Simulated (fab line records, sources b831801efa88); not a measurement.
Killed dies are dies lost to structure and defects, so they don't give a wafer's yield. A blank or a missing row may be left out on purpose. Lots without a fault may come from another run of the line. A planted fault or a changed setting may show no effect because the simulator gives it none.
One fault seen from 2 desks | flow gf180mcu | each desk has only its own numbers; what lay behind them comes last

THE TOOL OWNER'S DESK: implanter-03
The tool's own readings at GF_MVPSD_IMPLANT_09: means of the sampled wafers that have a number, for each lot that ran on this tool. A lot is out of limits, marked OUT, if its mean lies more than 4 standard deviations from the usual mean; the brackets give that distance.
Columns: A = dose_ions_cm2 at GF_MVPSD_IMPLANT_09, usual 5e+12; B = faraday_current_uA at GF_MVPSD_IMPLANT_09, usual 28.2
lot  | first seen here | A                       | B
L762 | day 5 11:52     | 5e+12                   | 27.9
L768 | day 6 22:41     | 5e+12                   | 28.5
L773 | day 8 05:10     | 5e+12                   | 28.2
L775 | day 9 03:41     | 5e+12                   | 28.4
L778 | day 9 20:38     | 3e+12 (-99 or more) OUT | 16.0 (-23) OUT
L780 | day 10 00:29    | 3e+12 (-99 or more) OUT | 16.1 (-23) OUT
This desk's finding: out of limits on L778, L780; first on L778, day 9 20:38 (dose_ions_cm2 at GF_MVPSD_IMPLANT_09). In limits: L762, L768, L773, L775.

THE METROLOGY DESK
What the gauges read, lot by lot, whatever tool the lot ran on: means of the sampled wafers that have a number. A lot is out of limits, marked OUT, if its mean lies more than 4 standard deviations from the usual mean; the brackets give that distance.
Columns: A = DNWELL_TW at GF_DNWELL_TW_MEAS_09, usual 1371; B = MVPSD_TW at GF_MVPSD_TW_MEAS_11, usual 556; C = VT_IMPLANT_OVL at GF_VT_IMPLANT_OVL_MEAS_07, usual 1.4 nm; D = MVPSD_RS at GF_VT_IMPLANT_RS_MEAS_49, usual 1169 ohm/sq
lot  | first seen here | A    | B              | C    | D
L761 | day 3 00:35     | 1360 | 547            | 1.7  | 1173
L762 | day 3 04:50     | 1329 | 558            | 2.3  | 1170
L763 | day 3 10:15     | 1398 | 557            | 0.7  | 1166
L764 | day 3 18:02     | 1332 | 562            | 2.2  | 1162
L765 | day 3 20:51     | 1332 | 564            | 2.2  | 1161
L768 | day 4 13:48     | 1360 | 561            | 0.7  | 1172
L769 | day 4 20:34     | 1361 | 549            | 1.5  | 1170
L770 | day 5 00:29     | 1395 | 549            | 2.1  | 1170
L772 | day 5 11:35     | 1399 | 551            | -0.4 | 1168
L773 | day 5 15:59     | 1359 | 560            | 2.7  | 1168
L775 | day 6 10:10     | 1337 | 558            | 4.2  | 1171
L778 | day 7 01:06     | 1395 | 547            | 1.0  | 1277 (+31) OUT
L780 | day 7 04:19     | 1395 | 535 (-4.1) OUT | 0.3  | 1283 (+33) OUT
This desk's finding: out of limits on L778, L780; first on L780, day 10 00:44 (MVPSD_TW at GF_MVPSD_TW_MEAS_11). In limits: L761, L762, L763, L764, L765, L768, L769, L770, L772, L773, L775.

PUT TOGETHER
The tool owner's desk could have raised an alarm at day 9 20:38, on L778, L780.
The metrology desk could have raised an alarm at day 10 00:44, on L778, L780.
Of the lots named, all ran GF_MVPSD_IMPLANT_09 on implanter-03.

WHAT THE SIMULATOR HAD PUT IN
Process parameter drift: implanter-03, from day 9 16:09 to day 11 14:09, at GF_MVPSD_IMPLANT_09. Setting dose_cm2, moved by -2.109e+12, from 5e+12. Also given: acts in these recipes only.
Lots struck among those shown: L778, L780.
Hours from the fault's start to each desk's first reading out of limits: the tool owner's desk, 4; the metrology desk, 9.
